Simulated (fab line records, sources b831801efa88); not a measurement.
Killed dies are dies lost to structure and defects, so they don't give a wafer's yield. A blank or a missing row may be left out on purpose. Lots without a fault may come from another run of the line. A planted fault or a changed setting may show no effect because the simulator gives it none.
fab line records | flow sky130
record lots=13 wafers=36 last_day=50
route steps=708 shown POLY_CUT@318 SD_P@327 RES_XHIGH@341 LI_CONTACT@371 PAD_OPEN@708
lots that met no fault: from a run of the same line without faults
start_h: hours from the record's first day to the start of the lot's first wafer shown | wait_h: hours since the lot's step before | " the same as in the row above | L1.1+2: a row that stands for several wafers | - no value, or no start given | * or withheld: withheld | < > ~ a bound
route shown NAME@n: a module of which the file shows steps, and the number in the route of the first | usual: mean/standard deviation of fault-free wafers | same: alike in all rows | chamber/n: place in a boat | sites: the reading at each site | _std_site: their standard deviation | _edge_site: outer sites' mean less inner sites' | radius_mm: how far each site lies from the wafer's centre | mask NAME#n: copy n | behind: the tool/chamber that last shaped the wafer | hold: why the lot was held/for how many hours/how that ended | device: the transistor (n, p or np) that didn't switch | end of line: the same wafers' tests at the end of the route | a step without rows: its recipe alone | killed: dies lost to structure and defects at the first sort, not the wafer's yield | map: a wafer's dies, x killed, . not, _ none there
set.NAME: the setting as run; set.NAME@STEP: as run at that earlier step | model.NAME: the simulator's own value behind a step, which no gauge read
steps of the route over a sample of lots; a table a step, a row a wafer
services: from which hour (start_h, from the record's first day; less than 0 if before it) a tool's chamber was out of use, for how many hours, and why
## steps
# step SKY_POLY_CUT_ETCH_11
# recipe target=Si3N4 chemistry=CF4/CH2F2/Ar stop_on=poly-Si source_w=600 bias_w=150 pressure_mtorr=40 cf4_flow_sccm=40 ch2f2_flow_sccm=20 Ar_flow_sccm=150 time_s=42.5 target_depth_a=600
# usual drypump_motor_current_A=5.6/0.46 oes_product_au=0.830/0.0071 rf_fwd_power_W=593.8/2.1 throttle_valve_pct=14.993/0.0088
# columns lot.wafer tool chamber start_h wait_h drypump_motor_current_A oes_product_au rf_fwd_power_W rf_hours_counter_h throttle_valve_pct
L714.2 rie_diel-04 0 564.01 0.0 5.8 0.837 594.4 49 14.987
L714.3 " 2 " " 5.4 0.834 588.7 10 14.991
L714.4 " 2 " " 5.4 0.835 587.3 - 14.985
L718.2 rie_diel-04 0 601.61 0.0 5.8 0.831 590.9 50 15.010
L718.5 " 1 " " 4.9 0.837 592.6 - 14.994
L718.6 " 2 " " 5.4 0.836 591.2 - 14.993
L719.2 rie_diel-01 2 616.56 0.0 5.9 0.825 595.1 12 15.006
L719.4 " 1 " " 4.7 0.831 593.9 66 14.997
L719.6 " 1 " " 4.7 0.830 591.7 - 14.998
L722.1 rie_diel-02 0 642.21 0.0 6.3 0.834 593.2 5 14.989
L722.3 " 3 " " 6.3 0.836 594.2 2 14.998
L722.5 " 3 " " 6.3 0.833 594.5 - 14.977
L723.1 rie_diel-01 3 653.26 0.0 5.3 0.837 593.7 7 14.998
L723.5 " 3 " " 5.3 0.834 594.0 - 14.996
L723.6 " 0 " " 5.6 0.833 596.6 - 14.999
L724.1 rie_diel-02 3 658.91 0.0 6.3 0.834 593.7 3 15.008
L724.5 " 2 " " 5.7 0.836 598.3 - 14.984
L724.6 " 3 " " 6.3 0.823 593.7 - 14.995
L726.1 rie_diel-02 1 672.56 0.0 5.6 0.825 592.7 14 14.995
L726.2 " 3 " " 6.3 0.831 592.6 3 14.993
L726.6 " 1 " " 5.6 0.822 591.7 - 14.993
L727.2 rie_diel-01 1 682.46 0.0 4.6 0.826 591.3 0 14.970
L727.3 " 2 " " 5.8 0.840 589.9 13 14.998
L727.5 " 0 " " 5.6 0.826 592.9 - 14.997
L729.1 rie_diel-04 2 699.11 0.0 5.4 0.831 592.2 12 15.001
L729.2 " 1 " " 4.9 0.832 592.3 5 14.986
L729.6 " 3 " " 5.3 0.832 592.6 - 14.994
L732.2 rie_diel-02 2 724.26 0.0 5.7 0.817 594.5 21 14.997
L732.4 " 0 " " 6.2 0.818 596.1 7 14.995
L732.6 " 1 " " 5.6 0.829 594.0 - 14.986
L733.1 rie_diel-02 1 741.46 0.0 5.6 0.825 596.6 16 14.987
L733.2 " 3 " " 6.3 0.835 595.2 5 14.987
L734.1 rie_diel-02 3 751.16 0.0 6.3 0.830 595.5 5 14.975
L734.2 " 1 " " 5.6 0.818 594.9 17 15.001
L735.1 rie_diel-01 0 753.26 0.0 5.6 0.822 595.1 14 14.973
L735.6 " 1 " " 4.7 0.826 595.4 - 15.002
# step SKY_SD_P_CD_MEAS_07
# recipe target_cd_nm=380
# usual cd_nm=380.4/2.3
# columns lot.wafer tool chamber start_h wait_h cd_nm
L714.2 cd_sem-01 - 593.93 0.1 378.9
L714.3 " - " " 377.2
L714.4 " - " " 380.1
L718.2 cd_sem-02 - 630.73 0.1 381.2
L718.5 " - " " 381.9
L718.6 " - " " 379.9
L719.2 cd_sem-02 - 645.08 0.1 376.9
L719.4 " - " " 380.8
L719.6 " - " " 382.2
L722.1 cd_sem-02 - 671.36 0.1 381.8
L722.3 " - " " 382.9
L722.5 " - " " 384.1
L723.1 cd_sem-02 - 681.52 0.1 379.6
L723.5 " - " " 379.7
L723.6 " - " " 381.1
L724.1 cd_sem-01 - 686.92 0.1 382.4
L724.5 " - " " 383.8
L724.6 " - " " 380.1
L726.1 cd_sem-02 - 701.01 0.1 380.8
L726.2 " - " " 380.3
L726.6 " - " " 378.1
L727.2 cd_sem-02 - 710.78 0.1 381.7
L727.3 " - " " 381.3
L727.5 " - " " 383.4
L729.1 cd_sem-02 - 726.71 0.1 381.7
L729.2 " - " " 381.8
L729.6 " - " " 381.4
L732.2 cd_sem-02 - 751.53 0.1 380.9
L732.4 " - " " 381.9
L732.6 " - " " 381.1
L733.1 cd_sem-01 - 769.66 0.1 380.2
L733.2 " - " " 380.9
L734.1 cd_sem-01 - 778.31 0.1 380.9
L734.2 " - " " 380.5
L735.1 cd_sem-01 - 780.07 0.1 377.2
L735.6 " - " " 379.9
# step SKY_RES_XHIGH_TW_MEAS_09
# usual RES_XHIGH_TW=1643/7
# columns lot.wafer tool chamber start_h wait_h RES_XHIGH_TW
L714.2 film_metro-03 - 624.43 0.1 1642
L714.3 " - " " 1640
L714.4 " - " " 1645
L718.2 film_metro-04 - 660.02 0.1 1646
L718.5 " - " " 1645
L718.6 " - " " 1645
L719.2 film_metro-04 - 675.07 0.1 1644
L719.4 " - " " 1629
L719.6 " - " " 1626
L722.1 film_metro-02 - 700.51 0.1 1651
L722.3 " - " " 1666
L722.5 " - " " 1653
L723.1 film_metro-02 - 710.31 0.1 1650
L723.5 " - " " 1644
L723.6 " - " " 1650
L724.1 film_metro-03 - 715.56 0.1 1649
L724.5 " - " " 1651
L724.6 " - " " 1667
L726.1 film_metro-02 - 729.37 0.1 1642
L726.2 " - " " 1640
L726.6 " - " " 1633
L727.2 film_metro-02 - 739.52 0.5 1634
L727.3 " - " " 1640
L727.5 " - " " 1642
L729.1 film_metro-02 - 755.22 0.1 1635
L729.2 " - " " 1642
L729.6 " - " " 1638
L732.2 film_metro-02 - 779.62 0.1 1635
L732.4 " - " " 1646
L732.6 " - " " 1643
L733.1 film_metro-02 - 796.91 0.1 1630
L733.2 " - " " 1639
L734.1 film_metro-03 - 805.46 0.1 1654
L734.2 " - " " 1656
L735.1 film_metro-04 - 806.92 0.1 1643
L735.6 " - " " 1643
# step SKY_LI_CONTACT_EXPOSE_09
# recipe mask_id=LICM1 na=0.8 source_shape=annular sigma_inner=0.55 sigma_outer=0.85 target_cd_nm=170 dose_mj=38
# usual focus_offset_nm=0.0/0.53
# columns lot.wafer tool chamber start_h wait_h mask focus_offset_nm
L714.2 krf_scanner-01 0 670.15 - LICM1#0 -0.1
L714.3 " 0 " " LICM1#0 -0.3
L714.4 " 0 " " LICM1#0 -0.4
L718.2 krf_scanner-01 0 705.08 - LICM1#0 0.0
L718.5 " 0 " " LICM1#0 0.9
L718.6 " 0 " " LICM1#0 0.1
L719.2 krf_scanner-01 0 718.78 - LICM1#0 0.7
L719.4 " 0 " " LICM1#0 0.1
L719.6 " 0 " " LICM1#0 -0.4
L722.1 krf_scanner-01 0 743.59 - LICM1#0 0.2
L722.3 " 0 " " LICM1#0 -0.1
L722.5 " 0 " " LICM1#0 -0.1
L723.1 krf_scanner-02 0 754.73 - LICM1#0 0.1
L723.5 " 0 " " LICM1#0 -0.1
L723.6 " 0 " " LICM1#0 0.4
L724.1 krf_scanner-02 0 759.96 - LICM1#0 0.1
L724.5 " 0 " " LICM1#0 -0.1
L724.6 " 0 " " LICM1#0 -0.5
L726.1 krf_scanner-02 0 772.16 - LICM1#0 -0.2
L726.2 " 0 " " LICM1#0 0.5
L726.6 " 0 " " LICM1#0 0.0
L727.2 krf_scanner-01 0 782.75 - LICM1#0 0.0
L727.3 " 0 " " LICM1#0 0.2
L727.5 " 0 " " LICM1#0 0.2
L729.1 krf_scanner-01 0 797.02 - LICM1#0 -0.2
L729.2 " 0 " " LICM1#0 -0.3
L729.6 " 0 " " LICM1#0 -1.4
L732.2 krf_scanner-01 0 822.06 - LICM1#0 0.2
L732.4 " 0 " " LICM1#0 0.2
L732.6 " 0 " " LICM1#0 -0.3
L733.1 krf_scanner-01 0 838.21 - LICM1#0 0.4
L733.2 " 0 " " LICM1#0 -0.4
L734.1 krf_scanner-01 0 847.47 - LICM1#0 0.2
L734.2 " 0 " " LICM1#0 0.9
L735.1 krf_scanner-01 0 847.86 - LICM1#0 -0.2
L735.6 " 0 " " LICM1#0 -0.4
# step SKY_LI_CONTACT_CD_MEAS_12
# recipe target_cd_nm=170
# usual cd_nm=170.3/1.2
# columns lot.wafer tool chamber start_h wait_h cd_nm
L714.2 cd_sem-02 - 683.88 - 169.0
L714.3 " - " " 170.7
L714.4 " - " " 171.5
L718.2 cd_sem-01 - 718.48 - 169.8
L718.5 " - " " 168.5
L718.6 " - " " 168.2
L719.2 cd_sem-01 - 732.68 - 168.7
L719.4 " - " " 170.4
L719.6 " - " " 168.1
L722.1 cd_sem-01 - 757.56 - 169.3
L722.3 " - " " 169.4
L722.5 " - " " 168.6
L723.1 cd_sem-01 - 768.71 - 169.5
L723.5 " - " " 169.3
L723.6 " - " " 171.1
L724.1 cd_sem-02 - 772.76 - 169.0
L724.5 " - " " 169.2
L724.6 " - " " 169.1
L726.1 cd_sem-01 - 785.77 - 169.9
L726.2 " - " " 169.3
L726.6 " - " " 169.6
L727.2 cd_sem-01 - 795.89 - 171.9
L727.3 " - " " 171.5
L727.5 " - " " 169.0
L729.1 cd_sem-01 - 809.92 - 171.1
L729.2 " - " " 170.6
L729.6 " - " " 170.8
L732.2 cd_sem-02 - 834.78 - 170.1
L732.4 " - " " 169.8
L732.6 " - " " 170.9
L733.1 cd_sem-01 - 851.32 - 120.3
L733.2 " - " " 169.8
L734.1 cd_sem-01 - 860.51 - 122.4
L734.2 " - " " 172.6
L735.1 cd_sem-02 - 861.16 - 121.3
L735.6 " - " " 123.2
# step SKY_PAD_OPEN_PROBE_99
# usual killed_at_M0_to_M3=43/6 killed_at_M4_up=3.2/1.9 killed_at_contacts=25/5.4 killed_at_front_end=15/4.5 killed_at_other=0.3/0.59 killed_dies=87/8.7 killed_on_rim=17/3.5 killed_open=47/6.7 killed_short=39/5.7
# same gross_dies=492 killed_at_back_side=0
# columns lot.wafer tool chamber start_h wait_h killed_at_M0_to_M3 killed_at_M4_up killed_at_contacts killed_at_front_end killed_at_other killed_dies killed_on_rim killed_open killed_short
L714.2 prober-02 - 1086.79 0.1 47 5 18 16 1 87 14 41 45
L714.3 prober-02 - 1086.84 0.2 43 3 29 19 0 94 14 59 35
L714.4 prober-02 - 1086.89 0.2 45 2 32 14 0 93 20 53 40
L724.1 prober-02 - 1159.99 0.1 51 1 16 14 0 82 12 50 31
L724.5 prober-02 - 1160.19 0.2 42 3 20 12 0 77 16 45 32
L724.6 prober-02 - 1160.24 0.2 46 2 17 18 0 83 14 41 42
L726.1 prober-02 - 1161.49 0.1 49 2 25 14 0 90 20 44 45
L726.2 prober-02 - 1161.54 0.1 35 2 23 22 1 83 17 46 37
L726.6 prober-02 - 1161.74 0.2 40 5 23 10 3 81 11 47 34
L727.2 prober-01 - 1166.48 0.1 49 1 30 16 0 96 21 64 31
L727.3 prober-01 - 1166.53 0.2 41 5 27 10 2 85 11 47 37
L727.5 prober-01 - 1166.63 0.2 35 3 25 24 0 87 20 47 40
L729.1 prober-01 - 1177.53 0.1 40 5 24 11 0 80 15 46 32
L729.2 prober-01 - 1177.58 0.1 38 2 22 20 0 82 17 45 37
L729.6 prober-01 - 1177.78 0.2 47 2 37 12 0 98 15 50 48
L733.1 prober-01 - 1208.59 0.1 38 1 434 18 1 492 96 46 40
L733.2 prober-01 - 1208.64 0.1 34 1 34 12 0 81 17 48 33
L734.1 prober-02 - 1208.94 0.1 43 2 429 18 0 492 96 48 44
L734.2 prober-02 - 1208.99 0.1 42 4 21 11 0 78 12 38 40
L735.1 prober-01 - 1210.09 0.1 35 7 440 10 0 492 96 39 33
L735.6 prober-01 - 1210.34 0.2 47 4 425 15 0 491 96 52 37
# killed by level:class
L714.2 VIA1:geometric_particle:open=9 VIA2:geometric_particle:open=8 VIA3:geometric_particle:open=8 METAL3:geometric_particle:short=7 FIELD_ISO:geometric_particle:short=5 LI_CONTACT:geometric_particle:open=5 CONTACT:geometric_particle:short=5 VIA1:geometric_particle:short=5
L714.3 VIA1:geometric_particle:open=13 CONTACT:geometric_particle:open=10 VIA2:geometric_particle:open=7 FIELD_ISO:geometric_particle:open=6 LI_CONTACT:geometric_particle:open=6 LOCAL_INTERCONNECT:geometric_particle:short=6 CONTACT:geometric_particle:short=4 VIA3:geometric_particle:open=4
L714.4 VIA1:geometric_particle:open=10 VIA2:geometric_particle:open=10 LI_CONTACT:geometric_particle:open=8 LOCAL_INTERCONNECT:geometric_particle:short=7 CONTACT:geometric_particle:short=7 CONTACT:geometric_particle:open=7 VIA3:geometric_particle:open=7 METAL2:geometric_particle:short=5
L724.1 VIA1:geometric_particle:open=11 VIA2:geometric_particle:open=10 METAL2:geometric_particle:short=7 VIA3:geometric_particle:open=7 LI_CONTACT:geometric_particle:open=6 CONTACT:geometric_particle:open=6 FIELD_ISO:geometric_particle:open=5 FIELD_ISO:geometric_particle:short=5
L724.5 VIA3:geometric_particle:open=7 VIA2:geometric_particle:open=7 VIA1:geometric_particle:open=7 LI_CONTACT:geometric_particle:open=6 CONTACT:geometric_particle:open=6 CONTACT:geometric_particle:short=5 VIA2:geometric_particle:short=5 POLY_GATE:geometric_particle:open=4
L724.6 METAL2:geometric_particle:short=10 VIA3:geometric_particle:open=7 METAL1:geometric_particle:short=7 VIA1:geometric_particle:open=7 LI_CONTACT:geometric_particle:open=5 VIA2:geometric_particle:open=5 POLY_GATE:geometric_particle:short=4 CONTACT:geometric_particle:short=4
L726.1 CONTACT:geometric_particle:open=12 VIA1:geometric_particle:open=10 METAL2:geometric_particle:short=7 VIA2:geometric_particle:short=7 VIA3:geometric_particle:open=6 VIA1:geometric_particle:short=4 FIELD_ISO:geometric_particle:short=4 POLY_GATE:geometric_particle:open=4
L726.2 CONTACT:geometric_particle:open=14 FIELD_ISO:geometric_particle:open=7 VIA3:geometric_particle:open=7 FIELD_ISO:geometric_particle:short=6 VIA2:geometric_particle:open=5 VIA2:geometric_particle:short=5 POLY_GATE:geometric_particle:short=4 VIA1:geometric_particle:short=4
L726.6 CONTACT:geometric_particle:open=12 METAL2:geometric_particle:short=11 VIA1:geometric_particle:open=7 LI_CONTACT:geometric_particle:open=6 VIA3:geometric_particle:open=5 METAL1:geometric_particle:open=4 VIA1:geometric_particle:short=3 VIA2:geometric_particle:open=3
L727.2 CONTACT:geometric_particle:open=17 VIA1:geometric_particle:open=12 VIA2:geometric_particle:open=8 VIA3:geometric_particle:open=8 FIELD_ISO:geometric_particle:open=4 POLY_GATE:geometric_particle:open=4 LI_CONTACT:geometric_particle:open=4 CONTACT:geometric_particle:short=4
L727.3 VIA1:geometric_particle:open=12 CONTACT:geometric_particle:open=9 CONTACT:geometric_particle:short=7 LI_CONTACT:geometric_particle:open=6 METAL1:geometric_particle:short=6 VIA2:geometric_particle:open=6 VIA1:geometric_particle:short=4 VIA3:geometric_particle:open=4
L727.5 CONTACT:geometric_particle:open=10 VIA1:geometric_particle:open=9 POLY_GATE:geometric_particle:open=6 CONTACT:geometric_particle:short=6 METAL1:geometric_particle:short=6 FIELD_ISO:geometric_particle:short=5 POLY_GATE:geometric_particle:short=5 FIELD_ISO:geometric_particle:open=4
L729.1 CONTACT:geometric_particle:open=7 VIA3:geometric_particle:open=7 VIA1:geometric_particle:open=7 LI_CONTACT:geometric_particle:open=6 CONTACT:geometric_particle:short=5 VIA2:geometric_particle:open=5 LOCAL_INTERCONNECT:geometric_particle:short=4 METAL1:geometric_particle:short=4
L729.2 CONTACT:geometric_particle:open=10 FIELD_ISO:geometric_particle:open=8 METAL1:geometric_particle:short=8 VIA1:geometric_particle:open=7 CONTACT:geometric_particle:short=6 VIA2:geometric_particle:open=5 METAL2:geometric_particle:short=5 POLY_GATE:geometric_particle:open=4
L729.6 CONTACT:geometric_particle:open=12 VIA1:geometric_particle:open=9 LI_CONTACT:geometric_particle:short=7 LI_CONTACT:geometric_particle:open=6 METAL1:geometric_particle:short=6 VIA2:geometric_particle:open=6 VIA3:geometric_particle:open=6 CONTACT:geometric_particle:short=5
L733.1 LI_CONTACT:area_expose=406 VIA1:geometric_particle:open=13 CONTACT:geometric_particle:open=10 POLY_GATE:geometric_particle:short=9 LOCAL_INTERCONNECT:geometric_particle:short=6 LI_CONTACT:geometric_particle:open=5 VIA3:geometric_particle:open=5 CONTACT:geometric_particle:short=4
L733.2 CONTACT:geometric_particle:open=14 LI_CONTACT:geometric_particle:open=8 VIA2:geometric_particle:open=8 VIA3:geometric_particle:open=7 LOCAL_INTERCONNECT:geometric_particle:short=6 POLY_GATE:geometric_particle:short=5 VIA1:geometric_particle:short=5 VIA3:geometric_particle:short=4
L734.1 LI_CONTACT:area_expose=400 CONTACT:geometric_particle:open=11 VIA1:geometric_particle:open=8 VIA2:geometric_particle:open=7 LOCAL_INTERCONNECT:geometric_particle:short=7 LI_CONTACT:geometric_particle:open=5 METAL1:geometric_particle:short=5 METAL3:geometric_particle:short=5
L734.2 CONTACT:geometric_particle:open=8 METAL1:geometric_particle:short=8 VIA1:geometric_particle:open=7 VIA3:geometric_particle:open=7 METAL2:geometric_particle:short=6 POLY_GATE:geometric_particle:short=5 LOCAL_INTERCONNECT:geometric_particle:short=5 VIA2:geometric_particle:open=5
L735.1 LI_CONTACT:area_expose=420 VIA1:geometric_particle:open=10 CONTACT:geometric_particle:open=7 METAL1:geometric_particle:short=7 LI_CONTACT:geometric_particle:open=5 VIA2:geometric_particle:open=5 METAL4:geometric_particle:short=5 CONTACT:geometric_particle:short=4
L735.6 LI_CONTACT:area_expose=402 VIA1:geometric_particle:open=15 CONTACT:geometric_particle:open=9 VIA3:geometric_particle:open=9 METAL1:geometric_particle:short=6 POLY_GATE:geometric_particle:open=5 LI_CONTACT:geometric_particle:open=5 VIA1:geometric_particle:short=5
## services
# columns tool chamber start_h hours kind
rie_diel-01 3 550.73 14.6 repair
rie_diel-04 3 560.33 14.3 repair
krf_scanner-01 - 562.94 0.8 pm
krf_scanner-02 - 564.48 0.3 repair
krf_scanner-01 - 564.75 1.3 pm
rie_diel-01 2 568.91 1.5 repair
rie_diel-02 0 607.38 2.1 repair
rie_diel-02 - 618.86 2.3 repair
krf_scanner-01 - 633.96 1.0 pm
rie_diel-02 1 657.37 5.8 repair
rie_diel-02 2 676.33 12.5 repair
rie_diel-02 3 681.89 6.6 repair
rie_diel-01 1 686.70 9.7 repair
krf_scanner-01 - 720.33 1.2 repair
rie_diel-01 - 730.91 0.5 repair
krf_scanner-01 - 731.74 0.8 pm
krf_scanner-01 - 740.45 1.3 pm
krf_scanner-01 - 752.27 4.4 pm
rie_diel-02 - 756.31 14.6 pm
rie_diel-01 3 770.21 16.2 repair
krf_scanner-01 - 771.87 3.6 pm
rie_diel-01 2 780.17 17.8 repair
krf_scanner-01 - 802.96 1.0 pm
krf_scanner-01 - 807.23 0.5 repair
## key
first_sign step=SKY_LI_CONTACT_CD_MEAS_12 reading=cd_nm direction=down sigmas=39 usual=170.3 struck=121.8
effect step=SKY_PAD_OPEN_PROBE_99 reading=killed_at_contacts direction=up sigmas=75 usual=25 struck=432
more_kills_born_at SKY_LI_CONTACT_EXPOSE_09@krf_scanner-01=1628
met_at SKY_LI_CONTACT_EXPOSE_09
struck_lots L733,L734,L735
struck_wafers L733.1,L734.1,L735.1,L735.6
later_rows_left_out L733.1,L734.1,L735.1,L735.6
tester_left_out L733,L734,L735
not_acting_at SKY_POLY_CUT_ETCH_11,SKY_SD_P_CD_MEAS_07,SKY_RES_XHIGH_TW_MEAS_09
onset_between 822.06 838.21
fault kind=process_parameter_drift tool=krf_scanner-01 chamber=- onset_h=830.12 steps=SKY_LI_CONTACT_EXPOSE_09 channel=focus_nm offset=329.61 shape=step end_h=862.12 scope=struck_wafers_only
# tester_left_out: of these lots the tester's yield and bins aren't shown, on N5 and GAA mostly nor the transistor test; their killed dies are dies lost to structure and defects alone, not to doping, threshold or leakage, so they don't give the yield
# later_rows_left_out: the simulator's readings of these wafers behind a module that went badly wrong aren't trusted and aren't shown, but for the sort
